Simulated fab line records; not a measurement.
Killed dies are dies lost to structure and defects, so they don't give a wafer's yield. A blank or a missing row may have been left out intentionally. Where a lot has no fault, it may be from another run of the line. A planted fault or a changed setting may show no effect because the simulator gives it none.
Shared-tool check | flow gf180mcu | Sampled: 14 lots, 42 wafers

WHY IT WAS OPENED
Flagged at GF_M3_CD_MEAS_14: reading cd-nm, on 2 of 14 lots. Wafers without a fault read 279.8 nm, standard deviation 1.1.
Rule: a lot is flagged when every wafer of it that has a number lies more than 4 standard deviations from that mean, or none has a number. As for the other lots, they are considered sound.

lot  | measured     | on        | cd-nm (nm), wafer by wafer | flag
L782 | day 21 11:47 | cd-sem-02 | 278.7 279.3 279.8          |
L783 | day 21 18:37 | cd-sem-02 | 279.4 279.1 278.3          |
L785 | day 22 05:38 | cd-sem-01 | 278.2 279.9 279.2          |
L784 | day 22 06:19 | cd-sem-02 | 279.5 279.4 280.7          |
L786 | day 22 22:50 | cd-sem-01 | 279.9 279.5 277.4          |
L792 | day 24 18:11 | cd-sem-01 | 251.9 251.0 228.7          | FLAGGED
L793 | day 24 21:07 | cd-sem-01 | 194.1 202.9 247.3          | FLAGGED
L797 | day 26 07:13 | cd-sem-01 | 280.7 280.9 281.4          |
L798 | day 26 12:31 | cd-sem-02 | 281.3 281.6 279.9          |
L800 | day 27 11:26 | cd-sem-02 | 279.1 279.6 278.7          |
L802 | day 28 08:00 | cd-sem-01 | 280.1 279.4 278.5          |
L804 | day 28 18:20 | cd-sem-02 | 279.3 279.9 279.0          |
L803 | day 28 20:06 | cd-sem-01 | 280.4 280.8 279.8          |
L805 | day 29 00:45 | cd-sem-02 | 278.5 277.8 277.8          |
The numbers of the flagged lots are 229.3 nm on average: -50.5 nm against the usual, or -46 standard deviations.

TOOL THAT RAN EACH LOT
2 process steps preceding the reading are held in the record, out of 602 steps in the route. Read each cell as the tool, then ch plus the chambers that the sampled wafers visited, then the start.
lot  | flag    | GF_M2_METAL_ETCH_16               | GF_M3_EXPOSE_11
L782 |         | rie-metal-01 ch 0, day 19 08:48   | krf-scanner-01 ch 0, day 21 00:20
L783 |         | rie-metal-04 ch 0,1, day 19 16:30 | krf-scanner-01 ch 0, day 21 06:55
L785 |         | rie-metal-04 ch 0,1, day 20 03:47 | krf-scanner-02 ch 0, day 21 18:36
L784 |         | rie-metal-01 ch 0,1, day 20 04:18 | krf-scanner-01 ch 0, day 21 19:13
L786 |         | rie-metal-02 ch 1, day 20 22:12   | krf-scanner-01 ch 0, day 22 12:08
L792 | FLAGGED | rie-metal-04 ch 0,1, day 22 18:22 | krf-scanner-01 ch 0, day 24 07:23
L793 | FLAGGED | rie-metal-04 ch 0,1, day 22 21:26 | krf-scanner-01 ch 0, day 24 10:22
L797 |         | rie-metal-04 ch 0,1, day 24 08:26 | krf-scanner-02 ch 0, day 25 20:39
L798 |         | rie-metal-01 ch 0, day 24 14:21   | krf-scanner-02 ch 0, day 26 01:55
L800 |         | rie-metal-01 ch 0, day 25 14:32   | krf-scanner-02 ch 0, day 27 01:29
L802 |         | rie-metal-04 ch 0,1, day 26 11:35 | krf-scanner-01 ch 0, day 27 21:42
L804 |         | rie-metal-04 ch 1, day 26 22:14   | krf-scanner-01 ch 0, day 28 08:46
L803 |         | rie-metal-02 ch 0,1, day 27 01:20 | krf-scanner-01 ch 0, day 28 10:36
L805 |         | rie-metal-04 ch 1, day 27 05:46   | krf-scanner-01 ch 0, day 28 15:40
What the steps here do:
- GF_M2_METAL_ETCH_16: etches the open film in Cl2/BCl3, stops on SiO2, target depth 627.5 nm, time 104.6 s.
- GF_M3_EXPOSE_11: exposes mask Metal3, target cd 280 nm.
- GF_M3_CD_MEAS_14: target cd 280 nm.

FLAGGED AGAINST TOTAL, ONE TOOL AT A TIME (gauges that did the reading follow at the end)
step                | tool           | lots run | flagged | share of the flagged lots | sound lots run after its first flagged lot
GF_M2_METAL_ETCH_16 | rie-metal-01   | 4        | 0       | none                      | -
GF_M2_METAL_ETCH_16 | rie-metal-02   | 2        | 0       | none                      | -
GF_M2_METAL_ETCH_16 | rie-metal-04   | 8        | 2       | all                       | 4 (L797,L802,L804,L805)
GF_M3_EXPOSE_11     | krf-scanner-01 | 10       | 2       | all                       | 4 (L802,L804,L803,L805)
GF_M3_EXPOSE_11     | krf-scanner-02 | 4        | 0       | none                      | -
GF_M3_CD_MEAS_14    | cd-sem-01      | 7        | 2       | all                       | 3 (L797,L802,L803)
GF_M3_CD_MEAS_14    | cd-sem-02      | 7        | 0       | none                      | -

WHAT THE TABLE ALLOWS
rie-metal-04 at GF_M2_METAL_ETCH_16, krf-scanner-01 at GF_M3_EXPOSE_11 and cd-sem-01 at GF_M3_CD_MEAS_14: these 3 rows of the table ran every flagged lot.
- rie-metal-04 at GF_M2_METAL_ETCH_16: 2 of its 8 lots flagged. Lots that were sound ran on it after the first flagged one (L797, L802, L804, L805); a persistent fault on the entire tool would not allow that.
- krf-scanner-01 at GF_M3_EXPOSE_11: 2 of its 10 lots flagged. Lots that were sound ran on it after the first flagged one (L802, L804, L803, L805); a persistent fault on the entire tool would not allow that.
- cd-sem-01 at GF_M3_CD_MEAS_14: 2 of its 7 lots flagged. Lots that were sound ran on it after the first flagged one (L797, L802, L803); a persistent fault on the entire tool would not allow that.
None of the table's rows ran every flagged lot and, after the first, no sound lot.

WHAT THE SIMULATOR HAD INSERTED
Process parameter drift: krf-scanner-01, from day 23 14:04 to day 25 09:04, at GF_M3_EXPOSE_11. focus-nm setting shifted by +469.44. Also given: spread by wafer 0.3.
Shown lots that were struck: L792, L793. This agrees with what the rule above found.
